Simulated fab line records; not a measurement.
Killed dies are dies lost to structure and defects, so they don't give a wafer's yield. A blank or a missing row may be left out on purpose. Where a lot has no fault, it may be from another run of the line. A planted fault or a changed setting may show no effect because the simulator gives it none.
Which of the tools did it? | flow sky130 | 72 wafers from 24 lots sampled at 4 of the route's 708 steps

## WHAT THE GAUGES SHOWED, per wafer
SKY_NWELL_OVL_MEAS_10.
lot  | measured     | on         | NWELL_00_OVL (nm)
L074 | day 4 15:40  | overlay-01 | -1.3 -1.4 0.3
L075 | day 4 20:56  | overlay-02 | -2.9 -3.8 -2.1
L076 | day 5 05:06  | overlay-01 | -1.0 -0.2 -3.3
L077 | day 5 10:29  | overlay-02 | 1.1 -1.3 0.9
L078 | day 5 15:24  | overlay-02 | -2.0 -3.8 -2.4
L079 | day 5 18:02  | overlay-02 | -2.1 -3.0 -1.5
L080 | day 5 20:02  | overlay-02 | -3.6 1.1 -3.0
L081 | day 6 01:23  | overlay-02 | -2.7 -1.5 -2.2
L082 | day 6 03:20  | overlay-01 | -2.4 -2.2 -2.2
L083 | day 6 06:23  | overlay-02 | -0.9 -1.5 -0.6
L084 | day 6 08:16  | overlay-02 | 1.4 1.8 1.7
L085 | day 6 09:52  | overlay-02 | -3.8 -2.8 -2.4
L086 | day 6 11:11  | overlay-02 | -0.6 -0.9 -0.7
L087 | day 6 12:32  | overlay-01 | 2.5 0.7 -0.7
L088 | day 10 13:07 | overlay-02 | -1.0 0.9 -0.6
L089 | day 10 21:25 | overlay-01 | 1.0 -1.6 0.5
L093 | day 11 00:49 | overlay-02 | 0.6 1.7 2.1
L091 | day 11 01:11 | overlay-01 | -2.3 -1.7 -1.9
L092 | day 11 02:33 | overlay-02 | -2.1 -3.1 -0.9
L094 | day 11 02:43 | overlay-02 | -1.2 -1.3 -1.3
L090 | day 11 03:18 | overlay-01 | -2.6 -0.6 -2.9
L095 | day 11 03:26 | overlay-01 | -0.5 -0.5 1.3
L097 | day 11 05:40 | overlay-01 | -0.1 -1.3 0.3
L096 | day 11 07:15 | overlay-02 | -2.1 -2.5 -3.7

SKY_NWELL_RS_MEAS_29: the measuring method here is four-point-probe.
lot  | measured     | on           | NWELL_RS (ohm/sq)
L074 | day 5 10:16  | filmMetro-01 | 626.5 627.4 628.3
L075 | day 5 15:52  | filmMetro-02 | 626.4 629.1 627.9
L076 | day 5 22:09  | filmMetro-03 | 624.4 624.8 624.4
L077 | day 6 01:14  | filmMetro-03 | 621.4 620.1 621.9
L078 | day 6 03:31  | filmMetro-02 | 624.2 624.8 625.4
L079 | day 6 05:41  | filmMetro-02 | 623.6 622.1 624.8
L080 | day 6 06:37  | filmMetro-03 | 625.1 626.2 626.5
L081 | day 6 09:26  | filmMetro-01 | 628.4 628.4 629.8
L082 | day 6 10:53  | filmMetro-01 | 626.1 623.3 624.4
L083 | day 6 12:41  | filmMetro-03 | 623.7 623.4 623.7
L084 | day 6 13:25  | filmMetro-03 | 625.8 626.3 625.3
L085 | day 6 14:13  | filmMetro-02 | 624.2 624.3 624.4
L086 | day 6 14:55  | filmMetro-02 | 622.1 623.1 624.0
L087 | day 6 15:40  | filmMetro-02 | 624.0 623.8 623.6
L088 | day 11 13:49 | filmMetro-02 | 623.2 622.4 622.4
L089 | day 11 22:11 | filmMetro-03 | 624.9 624.2 626.1
L093 | day 12 01:51 | filmMetro-01 | 623.0 627.6 624.8
L091 | day 12 02:22 | filmMetro-03 | 625.1 624.6 625.9
L092 | day 12 03:56 | filmMetro-02 | 621.2 624.0 623.1
L094 | day 12 04:14 | filmMetro-01 | 625.4 623.2 624.4
L090 | day 12 05:06 | filmMetro-03 | 624.0 623.9 622.4
L095 | day 12 05:10 | filmMetro-02 | 623.9 624.7 625.8
L097 | day 12 07:45 | filmMetro-02 | 622.8 625.2 625.0
L096 | day 12 08:59 | filmMetro-02 | 624.4 623.7 622.8

SKY_VT_ADJUST_LVTN_OVL_MEAS_18.
lot  | measured     | on         | VT_ADJUST_LVTN_01_OVL (nm)
L074 | day 8 15:39  | overlay-02 | 0.7 -0.9 -1.5
L075 | day 8 18:48  | overlay-02 | -0.8 -0.6 0.7
L076 | day 9 01:30  | overlay-01 | -1.9 -2.9 -1.7
L077 | day 9 04:15  | overlay-02 | -1.6 -1.2 -1.6
L078 | day 9 06:23  | overlay-02 | 0.8 1.4 2.1
L079 | day 9 08:31  | overlay-01 | -2.2 1.0 -1.3
L080 | day 9 08:54  | overlay-01 | 1.8 1.5 -0.4
L081 | day 9 10:00  | overlay-01 | 0.4 -1.9 -1.1
L082 | day 9 10:22  | overlay-01 | -1.4 -2.7 -1.3
L083 | day 9 12:30  | overlay-02 | 0.2 -0.7 -0.6
L084 | day 9 12:48  | overlay-01 | -1.0 -0.3 -0.9
L085 | day 9 13:38  | overlay-02 | 0.7 0.3 0.1
L086 | day 9 13:56  | overlay-02 | -2.8 0.7 -1.2
L087 | day 9 15:01  | overlay-01 | 0.6 -1.3 2.1
L088 | day 14 19:36 | overlay-02 | 0.7 -1.7 1.4
L089 | day 15 04:32 | overlay-02 | -1.3 -0.5 -3.2
L093 | day 15 06:50 | overlay-02 | 0.4 -3.2 -2.0
L091 | day 15 07:58 | overlay-01 | 1.6 2.1 2.8
L092 | day 15 09:39 | overlay-02 | -3.1 -2.2 -2.3
L094 | day 15 09:57 | overlay-02 | 1.7 -0.2 0.8
L090 | day 15 10:32 | overlay-02 | 0.0 -0.1 1.0
L095 | day 15 11:13 | overlay-02 | -3.9 -0.6 -0.6
L097 | day 15 13:07 | overlay-02 | 0.9 -2.5 1.2
L096 | day 15 14:38 | overlay-02 | -0.6 -1.9 -2.4

SKY_SONOS_TUNNEL_CD_MEAS_07: the cd target is 410 nm.
lot  | measured     | on       | cdNm (nm)
L074 | day 12 12:41 | cdSem-01 | 407.6 407.9 407.7
L075 | day 12 17:12 | cdSem-01 | 408.0 408.3 405.5
L076 | day 13 00:04 | cdSem-01 | 410.6 409.8 410.1
L077 | day 13 04:28 | cdSem-01 | 411.5 409.2 405.5
L078 | day 13 06:55 | cdSem-01 | 406.8 408.3 409.0
L079 | day 13 08:49 | cdSem-01 | 411.7 408.3 411.0
L080 | day 13 08:57 | cdSem-01 | 410.9 408.3 409.9
L081 | day 13 09:37 | cdSem-01 | 409.9 411.3 410.8
L082 | day 13 11:56 | cdSem-01 | 413.4 414.2 411.6
L083 | day 13 12:29 | cdSem-01 | 409.1 407.4 410.2
L084 | day 13 12:42 | cdSem-01 | 407.9 409.5 409.2
L085 | day 13 13:59 | cdSem-01 | 407.2 409.1 407.4
L086 | day 13 14:46 | cdSem-01 | 408.5 408.2 408.2
L087 | day 13 16:08 | cdSem-01 | 413.6 412.1 412.6
L088 | day 19 17:28 | cdSem-02 | 409.5 410.8 407.8
L089 | day 20 05:02 | cdSem-02 | 408.2 406.0 405.9
L093 | day 20 09:05 | cdSem-02 | 411.5 411.0 411.9
L091 | day 20 09:55 | cdSem-02 | 404.5 406.5 406.9
L092 | day 20 10:02 | cdSem-01 | 409.3 409.4 406.7
L094 | day 20 10:44 | cdSem-02 | 413.0 411.0 411.9
L090 | day 20 12:41 | cdSem-02 | 408.4 408.6 410.3
L095 | day 20 14:09 | cdSem-02 | 411.3 409.7 410.4
L097 | day 20 15:01 | cdSem-02 | 410.6 409.2 410.9
L096 | day 20 17:49 | cdSem-02 | 409.5 409.5 406.7

## EACH LOT AND THE TOOL THAT RAN IT (in order: tool; ch and the chambers of the sampled wafers; start)
There is no process step in the record ahead of these readings.

## AS READ BY THE TOOLS THEMSELVES (means over the sampled wafers that have a number; for cases with no such wafer, the mark the record gives instead)
The record holds no such reading with a usual standard deviation.

## THE ANSWER, worked out from the rows above alone
Rule: the usual values come from the lots themselves. The widest of any qualifying gaps counts: lots, ordered by their means at a reading, are off when they make up no more than a third of the lots, leave a main group of 4 or more, and stand apart from it by 3 or more times the standard deviation of that group's means. A main group whose means are all the same, to the digits that the tables above print for the reading, isn't used. Also off: a lot with no number at a reading for which 4 or more lots have one. Where the step has rows for the other lots, those lots are counted as sound. After the gauges, taken in route order, come the tools' own readings; for these a lot's mean is taken, as printed above. The first step at which some lot is off is used, and at that step the reading that is off furthest; a lot without a number counts as furthest.
None of the lots is off at any reading shown; this tells nothing.

## WHAT WAS PUT IN BY THE SIMULATOR
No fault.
